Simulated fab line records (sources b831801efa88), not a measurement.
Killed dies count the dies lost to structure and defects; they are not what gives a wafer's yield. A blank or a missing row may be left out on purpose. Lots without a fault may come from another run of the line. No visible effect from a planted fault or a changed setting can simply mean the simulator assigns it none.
Split-lot experiment ; flow sky130 ; 23 wafers read across 5 lots, on a route 708 steps long

THE SPLIT ITSELF
At SKY_VT_ADJUST_NCORE_COAT_02 (resist thk 1140 nm), the setting spin_rpm was moved away from the recipe's 3000 rpm on 6 of the 23 wafers read, by -5.2% to -5.1%. The other wafers ran this setting at the recipe's value.

The split's own step is where the reading is taken.

THE READING
NOVOLAK_of_VT_ADJUST_NCORE_COAT_02.thk_nm (the simulator's own value, which no gauge read), in nm, at SKY_VT_ADJUST_NCORE_COAT_02 (resist thk 1140 nm). There is no usual value for it anywhere in the file. Across the 17 wafers here that went through the recipe, the average is 1140 nm and the standard deviation 2.7 nm.

wafer;tool, chamber at the split;spin_rpm as run, rpm;against the recipe;NOVOLAK_of_VT_ADJUST_NCORE_COAT_02.thk_nm, nm;against lot-mates on the recipe
L074.1;litho_track-02, 0;3000;recipe;1136;-
L074.2;litho_track-02, 0;3000;recipe;1138;-
L074.3;litho_track-02, 0;3000;recipe;1139;-
L074.4;litho_track-02, 0;3000;recipe;1137;-
L074.6;litho_track-02, 0;3000;recipe;1141;-
L075.1;litho_track-03, 0;3000;recipe;1138;-
L075.6;litho_track-03, 0;3000;recipe;1138;-
L075.2;litho_track-03, 0;3000;recipe;1137;-
L077.1;litho_track-03, 0;2843;-5.2%;1179;+38
L077.2;litho_track-03, 0;3000;recipe;1141;-
L077.4;litho_track-03, 0;2843;-5.2%;1174;+32
L077.5;litho_track-03, 0;2843;-5.2%;1177;+36
L077.6;litho_track-03, 0;3000;recipe;1142;-
L079.1;litho_track-04, 0;2846;-5.1%;1172;+30
L079.2;litho_track-04, 0;2846;-5.1%;1168;+26
L079.4;litho_track-04, 0;2846;-5.1%;1173;+31
L079.5;litho_track-04, 0;3000;recipe;1143;-
L079.6;litho_track-04, 0;3000;recipe;1141;-
L083.1;litho_track-02, 0;3000;recipe;1145;-
L083.2;litho_track-02, 0;3000;recipe;1141;-
L083.4;litho_track-02, 0;3000;recipe;1144;-
L083.5;litho_track-02, 0;3000;recipe;1144;-
L083.6;litho_track-02, 0;3000;recipe;1143;-

FIT RESULTS
A straight line over all 23 wafers: NOVOLAK_of_VT_ADJUST_NCORE_COAT_02.thk_nm changes by -6.44 nm for each +1% of spin_rpm; r = -0.98; the points scatter about the line by 3 nm.
The same after taking each lot's own level away (the mean of its wafers on the recipe; 23 wafers): -6.2 nm for each +1%; r = -0.99; scatter 2.2 nm.
Per that fit: largest spin_rpm move, reading shift of 32 nm.
Across the lots, their own levels run from 1137.7 to 1143.4 nm, a range of 2.1 times the standard deviation given above.
The two slopes agree, so the slope changes little with the lot-to-lot level.
Check: for one of the wafers moved furthest among these (-5.2%), held out of the fit, the line's prediction against its lot-mates is +31.4 nm. Against them it came out at +37.5 nm.

OTHER SPLITS ON THESE WAFERS
These wafers also went through other splits before the reading. Each is held against what the fit with the lots' levels taken away leaves over:
other split on the same wafers;wafers away from the commonest value;r with NOVOLAK_of_VT_ADJUST_NCORE_COAT_02.thk_nm (lot level and that fit taken away)
SKY_FIELD_ISO_COAT_08 resist_thk_nm;10;+0.48
SKY_NWELL_OXIDATION_01 temp_c;15;+0.23
SKY_NWELL_IMPLANT_11 dose_cm2;9;+0.09
SKY_NWELL_IMPLANT_13 energy_kev;10;+0.07
SKY_NWELL_CLEAN_27 time_s;18;+0.16

THE WHOLE CHAIN: every reading that the file lists as answering this split, in the file's order
step;what it does;reading;change (the file's fit);r (the file's)
SKY_VT_ADJUST_NCORE_COAT_02;resist thk 1140 nm;NOVOLAK_of_VT_ADJUST_NCORE_COAT_02.thk_nm (the simulator's own value, which no gauge read);-6.14 nm for each +1% of the setting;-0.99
SKY_VT_ADJUST_NCORE_STRIP_10;strips in O2/N2;strip_time_to_endpoint_s;withheld for each +1% of the setting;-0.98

FILE'S OWN FIT
NOVOLAK_of_VT_ADJUST_NCORE_COAT_02.thk_nm changes by -6.14 nm for each +1% of spin_rpm, r = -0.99.
